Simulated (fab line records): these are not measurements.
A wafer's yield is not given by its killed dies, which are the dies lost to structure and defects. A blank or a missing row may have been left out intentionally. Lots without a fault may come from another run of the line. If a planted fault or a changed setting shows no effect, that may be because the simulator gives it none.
fab line records / flow sky130
record lots=6 wafers=18 last_day=50
route steps=708 shown SONOS_ONO@186 GATE_OXIDE@187
lots with no fault: from the same line, run without faults
start_h: start of the lot's first displayed wafer, in hours after the record's first day / wait_h: hours since the lot's step before / " unchanged from the row above / L1.1+2: a row that stands for several wafers / - no value present, or no start provided / * or withheld: withheld / < > ~ a bound
route shown NAME@n: a module of which the file shows steps, and the number in the route of the first / usual: the fault-free wafers' mean and standard deviation / same: alike in all rows / chamber/n: place in a boat / sites: each site's reading / _std_site: standard deviation across them / _edge_site: mean of outer sites minus mean of inner sites / radius_mm: for every site, how far away it sits from the centre of the wafer / mask NAME#n: copy n / behind: the last tool/chamber to shape the wafer / hold: what put the lot on hold/how long, in hours/how the hold closed / device: names the non-switching transistor (n, p or np) / end of line: the route-end tests of the same wafers / a step with no rows: only its recipe / killed: dies that structure and defects cost at the first sort, which is not the same as the wafer's yield / map: shows each die of a wafer: x if killed, . if not, _ if none is there
set.NAME: the setting that was run; set.NAME@STEP: the one run at that earlier step / model.NAME: the simulator's own value behind a step, which no gauge read
lots seen at some steps along the route; tables by step, rows by wafer
services: from which hour (start_h, from the record's first day; less than 0 if before it) a tool's chamber was out of use, for how many hours, and why
## steps
# step SKY_SONOS_ONO_WET_ETCH_18
# recipe chemistry=H3PO4 target_depth_nm=15 target=Si3N4 temp_c=160 time_s=172
# step SKY_GATE_OXIDE_CLEAN_00
# recipe chemistry=SC1/SC2 mix=1:4:20 temp_c=70 time_s=150 dry=n2_spin
# step SKY_GATE_OXIDE_OXIDATION_01
# recipe temp_c=900 ambient=O2 stabilise_s=600 purge_s=300 target_thk_a=102.68 ox_time_s=1473
# step SKY_GATE_OXIDE_THK_MEAS_02
# recipe reads=SiO2_of_GATE_OXIDE_OXIDATION_01
# usual GATE_OXIDE_OXIDATION_00_THK=10.31/0.18
lot.wafer=L264.1 tool=film_metro-01 chamber=- start_h=297.41 wait_h=0.0 GATE_OXIDE_OXIDATION_00_THK[nm]=10.38
lot.wafer=L264.5 tool=film_metro-01 chamber=- start_h=297.41 wait_h=0.0 GATE_OXIDE_OXIDATION_00_THK[nm]=10.51
lot.wafer=L264.6 tool=film_metro-01 chamber=- start_h=297.41 wait_h=0.0 GATE_OXIDE_OXIDATION_00_THK[nm]=10.22
lot.wafer=L265.4 tool=film_metro-03 chamber=- start_h=308.14 wait_h=0.0 GATE_OXIDE_OXIDATION_00_THK[nm]=10.00
lot.wafer=L265.5 tool=film_metro-03 chamber=- start_h=308.14 wait_h=0.0 GATE_OXIDE_OXIDATION_00_THK[nm]=10.17
lot.wafer=L265.6 tool=film_metro-03 chamber=- start_h=308.14 wait_h=0.0 GATE_OXIDE_OXIDATION_00_THK[nm]=10.33
lot.wafer=L269.1 tool=film_metro-01 chamber=- start_h=326.73 wait_h=0.0 GATE_OXIDE_OXIDATION_00_THK[nm]=9.91
lot.wafer=L269.2 tool=film_metro-01 chamber=- start_h=326.73 wait_h=0.0 GATE_OXIDE_OXIDATION_00_THK[nm]=10.01
lot.wafer=L269.3 tool=film_metro-01 chamber=- start_h=326.73 wait_h=0.0 GATE_OXIDE_OXIDATION_00_THK[nm]=10.05
lot.wafer=L270.1 tool=film_metro-01 chamber=- start_h=331.25 wait_h=0.0 GATE_OXIDE_OXIDATION_00_THK[nm]=10.35
lot.wafer=L270.2 tool=film_metro-01 chamber=- start_h=331.25 wait_h=0.0 GATE_OXIDE_OXIDATION_00_THK[nm]=10.79
lot.wafer=L270.6 tool=film_metro-01 chamber=- start_h=331.25 wait_h=0.0 GATE_OXIDE_OXIDATION_00_THK[nm]=10.40
lot.wafer=L284.1 tool=film_metro-03 chamber=- start_h=457.11 wait_h=0.0 GATE_OXIDE_OXIDATION_00_THK[nm]=10.59
lot.wafer=L284.4 tool=film_metro-03 chamber=- start_h=457.11 wait_h=0.0 GATE_OXIDE_OXIDATION_00_THK[nm]=10.38
lot.wafer=L284.5 tool=film_metro-03 chamber=- start_h=457.11 wait_h=0.0 GATE_OXIDE_OXIDATION_00_THK[nm]=10.68
lot.wafer=L287.1 tool=film_metro-03 chamber=- start_h=484.78 wait_h=0.0 GATE_OXIDE_OXIDATION_00_THK[nm]=10.41
lot.wafer=L287.3 tool=film_metro-03 chamber=- start_h=484.78 wait_h=0.0 GATE_OXIDE_OXIDATION_00_THK[nm]=10.43
lot.wafer=L287.6 tool=film_metro-03 chamber=- start_h=484.78 wait_h=0.0 GATE_OXIDE_OXIDATION_00_THK[nm]=10.38
# step SKY_GATE_OXIDE_DEHYDRATE_03
# recipe temp_c=200 time_s=60
# step SKY_GATE_OXIDE_HMDS_04
# recipe prime_time_s=60 prime_temp_c=120
# step SKY_GATE_OXIDE_COAT_05
# recipe resist=NOVOLAK spin_rpm=3000 resist_thk_nm=1140
# step SKY_GATE_OXIDE_SOFTBAKE_06
# recipe temp_c=90 time_s=60 resist=NOVOLAK
# step SKY_GATE_OXIDE_EXPOSE_07
# recipe mask_id=LVOM na=0.6 source_shape=conventional sigma_outer=0.6 polarization=unpolarized target_cd_nm=600 dose_mj=170
# step SKY_GATE_OXIDE_PEB_08
# recipe temp_c=withheld time_s=* resist=NOVOLAK
# step SKY_GATE_OXIDE_DEVELOP_09
# recipe resist=NOVOLAK developer=TMAH develop_time_s=60 dev_temp_c=23
# step SKY_GATE_OXIDE_OVL_MEAS_10
# usual GATE_OXIDE_OVL=0.1/1.3
lot.wafer=L264.1 tool=overlay-02 chamber=- start_h=323.30 wait_h=0.1 GATE_OXIDE_OVL[nm]=-2.8
lot.wafer=L264.5 tool=overlay-02 chamber=- start_h=323.30 wait_h=0.1 GATE_OXIDE_OVL[nm]=-1.0
lot.wafer=L264.6 tool=overlay-02 chamber=- start_h=323.30 wait_h=0.1 GATE_OXIDE_OVL[nm]=-2.2
lot.wafer=L265.4 tool=overlay-01 chamber=- start_h=333.21 wait_h=0.1 GATE_OXIDE_OVL[nm]=-1.1
lot.wafer=L265.5 tool=overlay-01 chamber=- start_h=333.21 wait_h=0.1 GATE_OXIDE_OVL[nm]=-0.1
lot.wafer=L265.6 tool=overlay-01 chamber=- start_h=333.21 wait_h=0.1 GATE_OXIDE_OVL[nm]=-2.4
lot.wafer=L269.1 tool=overlay-02 chamber=- start_h=353.54 wait_h=0.1 GATE_OXIDE_OVL[nm]=0.2
lot.wafer=L269.2 tool=overlay-02 chamber=- start_h=353.54 wait_h=0.1 GATE_OXIDE_OVL[nm]=0.8
lot.wafer=L269.3 tool=overlay-02 chamber=- start_h=353.54 wait_h=0.1 GATE_OXIDE_OVL[nm]=0.2
lot.wafer=L270.1 tool=overlay-02 chamber=- start_h=358.50 wait_h=0.1 GATE_OXIDE_OVL[nm]=0.4
lot.wafer=L270.2 tool=overlay-02 chamber=- start_h=358.50 wait_h=0.1 GATE_OXIDE_OVL[nm]=0.6
lot.wafer=L270.6 tool=overlay-02 chamber=- start_h=358.50 wait_h=0.1 GATE_OXIDE_OVL[nm]=0.7
lot.wafer=L284.1 tool=overlay-01 chamber=- start_h=487.60 wait_h=0.1 GATE_OXIDE_OVL[nm]=-0.5
lot.wafer=L284.4 tool=overlay-01 chamber=- start_h=487.60 wait_h=0.1 GATE_OXIDE_OVL[nm]=0.2
lot.wafer=L284.5 tool=overlay-01 chamber=- start_h=487.60 wait_h=0.1 GATE_OXIDE_OVL[nm]=-0.9
lot.wafer=L287.1 tool=overlay-02 chamber=- start_h=515.70 wait_h=0.1 GATE_OXIDE_OVL[nm]=0.9
lot.wafer=L287.3 tool=overlay-02 chamber=- start_h=515.70 wait_h=0.1 GATE_OXIDE_OVL[nm]=-2.1
lot.wafer=L287.6 tool=overlay-02 chamber=- start_h=515.70 wait_h=0.1 GATE_OXIDE_OVL[nm]=-0.8
# step SKY_GATE_OXIDE_IMPLANT_11
# recipe species=B energy_kev=10 dose_cm2=2.6e+12 tilt_deg=withheld
lot.wafer=L264.1+5+6 tool=implanter-04 chamber=0 start_h=323.34 wait_h=0.0
lot.wafer=L264.1+5+6 tool=implanter-04 chamber=0 start_h=323.66 wait_h=0.3
lot.wafer=L265.4+5+6 tool=implanter-02 chamber=0 start_h=333.30 wait_h=0.1
lot.wafer=L269.1+2+3 tool=implanter-02 chamber=0 start_h=353.58 wait_h=0.0
lot.wafer=L270.1+2+6 tool=implanter-04 chamber=0 start_h=358.54 wait_h=0.0
lot.wafer=L270.1+2+6 tool=implanter-04 chamber=0 start_h=358.85 wait_h=0.3
lot.wafer=L284.1+4+5 tool=implanter-04 chamber=0 start_h=487.64 wait_h=0.0
lot.wafer=L287.1+3+6 tool=implanter-02 chamber=0 start_h=515.74 wait_h=0.0
# step SKY_GATE_OXIDE_WET_ETCH_12
# recipe chemistry=dHF target_depth_nm=16.8 dry=n2_spin target=SiO2 dilution=100:1 temp_c=25 time_s=336
# step SKY_GATE_OXIDE_STRIP_13
# recipe chemistry=O2/N2 power_w=1400 pressure_mtorr=1500 platen_temp_c=withheld o2_flow_sccm=3000 n2_flow_sccm=300 overash_fraction=0.5
# usual drypump_motor_current_A=5.7/0.33 oes_product_au=0.715/0.0044 strip_time_to_endpoint_s=14.17/0.046
lot.wafer=L264.1 tool=plasma_asher-02 chamber=0 start_h=323.91 wait_h=0.0 drypump_motor_current_A=5.5 oes_product_au=0.709 rf_hours_counter_h=61 strip_time_to_endpoint_s=14.11
lot.wafer=L264.5 tool=plasma_asher-02 chamber=1 start_h=323.91 wait_h=0.0 drypump_motor_current_A=5.4 oes_product_au=0.714 rf_hours_counter_h=- strip_time_to_endpoint_s=14.10
lot.wafer=L264.6 tool=plasma_asher-02 chamber=0 start_h=323.91 wait_h=0.0 drypump_motor_current_A=5.5 oes_product_au=0.719 rf_hours_counter_h=- strip_time_to_endpoint_s=14.15
lot.wafer=L265.4 tool=plasma_asher-01 chamber=0 start_h=333.51 wait_h=0.0 drypump_motor_current_A=5.8 oes_product_au=0.719 rf_hours_counter_h=- strip_time_to_endpoint_s=14.25
lot.wafer=L265.5 tool=plasma_asher-01 chamber=0 start_h=333.51 wait_h=0.0 drypump_motor_current_A=5.8 oes_product_au=0.717 rf_hours_counter_h=- strip_time_to_endpoint_s=14.20
lot.wafer=L265.6 tool=plasma_asher-01 chamber=1 start_h=333.51 wait_h=0.0 drypump_motor_current_A=6.3 oes_product_au=0.720 rf_hours_counter_h=- strip_time_to_endpoint_s=14.25
lot.wafer=L269.1 tool=plasma_asher-01 chamber=1 start_h=353.83 wait_h=0.0 drypump_motor_current_A=6.3 oes_product_au=0.720 rf_hours_counter_h=23 strip_time_to_endpoint_s=14.19
lot.wafer=L269.2 tool=plasma_asher-01 chamber=0 start_h=353.83 wait_h=0.0 drypump_motor_current_A=5.8 oes_product_au=0.719 rf_hours_counter_h=23 strip_time_to_endpoint_s=14.17
lot.wafer=L269.3 tool=plasma_asher-01 chamber=0 start_h=353.83 wait_h=0.0 drypump_motor_current_A=5.8 oes_product_au=0.719 rf_hours_counter_h=- strip_time_to_endpoint_s=14.16
lot.wafer=L270.1 tool=plasma_asher-01 chamber=0 start_h=359.32 wait_h=0.0 drypump_motor_current_A=5.8 oes_product_au=0.715 rf_hours_counter_h=24 strip_time_to_endpoint_s=14.29
lot.wafer=L270.2 tool=plasma_asher-01 chamber=1 start_h=359.32 wait_h=0.0 drypump_motor_current_A=6.4 oes_product_au=0.722 rf_hours_counter_h=24 strip_time_to_endpoint_s=14.27
lot.wafer=L270.6 tool=plasma_asher-01 chamber=0 start_h=359.32 wait_h=0.0 drypump_motor_current_A=5.8 oes_product_au=0.713 rf_hours_counter_h=- strip_time_to_endpoint_s=14.20
lot.wafer=L284.1 tool=plasma_asher-02 chamber=0 start_h=487.99 wait_h=0.0 drypump_motor_current_A=5.5 oes_product_au=0.720 rf_hours_counter_h=6 strip_time_to_endpoint_s=14.19
lot.wafer=L284.4 tool=plasma_asher-02 chamber=0 start_h=487.99 wait_h=0.0 drypump_motor_current_A=5.5 oes_product_au=0.715 rf_hours_counter_h=- strip_time_to_endpoint_s=14.18
lot.wafer=L284.5 tool=plasma_asher-02 chamber=1 start_h=487.99 wait_h=0.0 drypump_motor_current_A=5.4 oes_product_au=0.708 rf_hours_counter_h=- strip_time_to_endpoint_s=14.18
lot.wafer=L287.1 tool=plasma_asher-04 chamber=0 start_h=515.99 wait_h=0.0 drypump_motor_current_A=5.6 oes_product_au=0.718 rf_hours_counter_h=70 strip_time_to_endpoint_s=14.17
lot.wafer=L287.3 tool=plasma_asher-04 chamber=1 start_h=515.99 wait_h=0.0 drypump_motor_current_A=5.9 oes_product_au=0.717 rf_hours_counter_h=- strip_time_to_endpoint_s=14.19
lot.wafer=L287.6 tool=plasma_asher-04 chamber=1 start_h=515.99 wait_h=0.0 drypump_motor_current_A=5.9 oes_product_au=0.715 rf_hours_counter_h=- strip_time_to_endpoint_s=14.20
# step SKY_GATE_OXIDE_TW_MEAS_14
# usual GATE_OXIDE_TW=224.5/2.4
lot.wafer=L264.1 tool=film_metro-03 chamber=- start_h=324.01 wait_h=0.1 GATE_OXIDE_TW=274.5
lot.wafer=L264.5 tool=film_metro-03 chamber=- start_h=324.01 wait_h=0.1 GATE_OXIDE_TW=274.4
lot.wafer=L264.6 tool=film_metro-03 chamber=- start_h=324.01 wait_h=0.1 GATE_OXIDE_TW=274.5
lot.wafer=L264.1 tool=film_metro-03 chamber=- start_h=324.24 wait_h=0.2 GATE_OXIDE_TW=275.5
lot.wafer=L264.5 tool=film_metro-03 chamber=- start_h=324.24 wait_h=0.2 GATE_OXIDE_TW=275.1
lot.wafer=L264.6 tool=film_metro-03 chamber=- start_h=324.24 wait_h=0.2 GATE_OXIDE_TW=274.6
lot.wafer=L265.4 tool=film_metro-03 chamber=- start_h=333.61 wait_h=0.1 GATE_OXIDE_TW=224.3
lot.wafer=L265.5 tool=film_metro-03 chamber=- start_h=333.61 wait_h=0.1 GATE_OXIDE_TW=225.1
lot.wafer=L265.6 tool=film_metro-03 chamber=- start_h=333.61 wait_h=0.1 GATE_OXIDE_TW=225.2
lot.wafer=L269.1 tool=film_metro-01 chamber=- start_h=353.93 wait_h=0.1 GATE_OXIDE_TW=225.5
lot.wafer=L269.2 tool=film_metro-01 chamber=- start_h=353.93 wait_h=0.1 GATE_OXIDE_TW=224.9
lot.wafer=L269.3 tool=film_metro-01 chamber=- start_h=353.93 wait_h=0.1 GATE_OXIDE_TW=225.5
lot.wafer=L270.1 tool=film_metro-02 chamber=- start_h=359.53 wait_h=0.2 GATE_OXIDE_TW=270.6
lot.wafer=L270.2 tool=film_metro-02 chamber=- start_h=359.53 wait_h=0.2 GATE_OXIDE_TW=269.0
lot.wafer=L270.6 tool=film_metro-02 chamber=- start_h=359.53 wait_h=0.2 GATE_OXIDE_TW=271.2
lot.wafer=L270.1 tool=film_metro-02 chamber=- start_h=359.76 wait_h=0.2 GATE_OXIDE_TW=269.8
lot.wafer=L270.2 tool=film_metro-02 chamber=- start_h=359.76 wait_h=0.2 GATE_OXIDE_TW=269.6
lot.wafer=L270.6 tool=film_metro-02 chamber=- start_h=359.76 wait_h=0.2 GATE_OXIDE_TW=270.8
lot.wafer=L284.1 tool=film_metro-02 chamber=- start_h=488.09 wait_h=0.1 GATE_OXIDE_TW=219.7
lot.wafer=L284.4 tool=film_metro-02 chamber=- start_h=488.09 wait_h=0.1 GATE_OXIDE_TW=220.5
lot.wafer=L284.5 tool=film_metro-02 chamber=- start_h=488.09 wait_h=0.1 GATE_OXIDE_TW=220.4
lot.wafer=L287.1 tool=film_metro-01 chamber=- start_h=516.09 wait_h=0.1 GATE_OXIDE_TW=226.6
lot.wafer=L287.3 tool=film_metro-01 chamber=- start_h=516.09 wait_h=0.1 GATE_OXIDE_TW=224.1
lot.wafer=L287.6 tool=film_metro-01 chamber=- start_h=516.09 wait_h=0.1 GATE_OXIDE_TW=225.6
# step SKY_GATE_OXIDE_CLEAN_15
# recipe chemistry=SC1/SC2 mix=1:4:20 temp_c=70 time_s=150 dry=n2_spin
## services
tool=plasma_asher-02 chamber=- start_h=343.67 hours=8.5 kind=repair
tool=plasma_asher-04 chamber=- start_h=384.51 hours=4.2 kind=repair
tool=implanter-02 chamber=- start_h=403.74 hours=3.1 kind=pm
tool=plasma_asher-02 chamber=- start_h=421.25 hours=9.0 kind=pm
tool=plasma_asher-02 chamber=0 start_h=421.25 hours=9.0 kind=vent_cycle
tool=plasma_asher-02 chamber=1 start_h=421.25 hours=9.0 kind=vent_cycle
tool=plasma_asher-02 chamber=0 start_h=430.25 hours=- kind=clean
tool=plasma_asher-02 chamber=1 start_h=430.25 hours=- kind=clean
tool=plasma_asher-01 chamber=- start_h=497.05 hours=1.3 kind=repair
## key
first_sign step=SKY_GATE_OXIDE_IMPLANT_11 reading=visit direction=added
effect step=SKY_GATE_OXIDE_TW_MEAS_14 reading=visit direction=added
effect step=SKY_GATE_OXIDE_TW_MEAS_14 reading=GATE_OXIDE_TW direction=up sigmas=20 usual=224.5 struck=272.4
met_at SKY_GATE_OXIDE_IMPLANT_11
struck_wafers L264.1,L264.5,L264.6,L270.1,L270.2,L270.6
tester_left_out L264,L270
fault kind=repeated_step_whole tool=implanter-02,implanter-03,implanter-04 chamber=- onset_h=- steps=SKY_GATE_OXIDE_IMPLANT_11 times=1 scope=struck_lots_only
# tester_left_out: of these lots the tester's yield and bins aren't shown, on N5 and GAA mostly nor the transistor test; their killed dies are dies lost to structure and defects alone, not to doping, threshold or leakage, so they don't give the yield
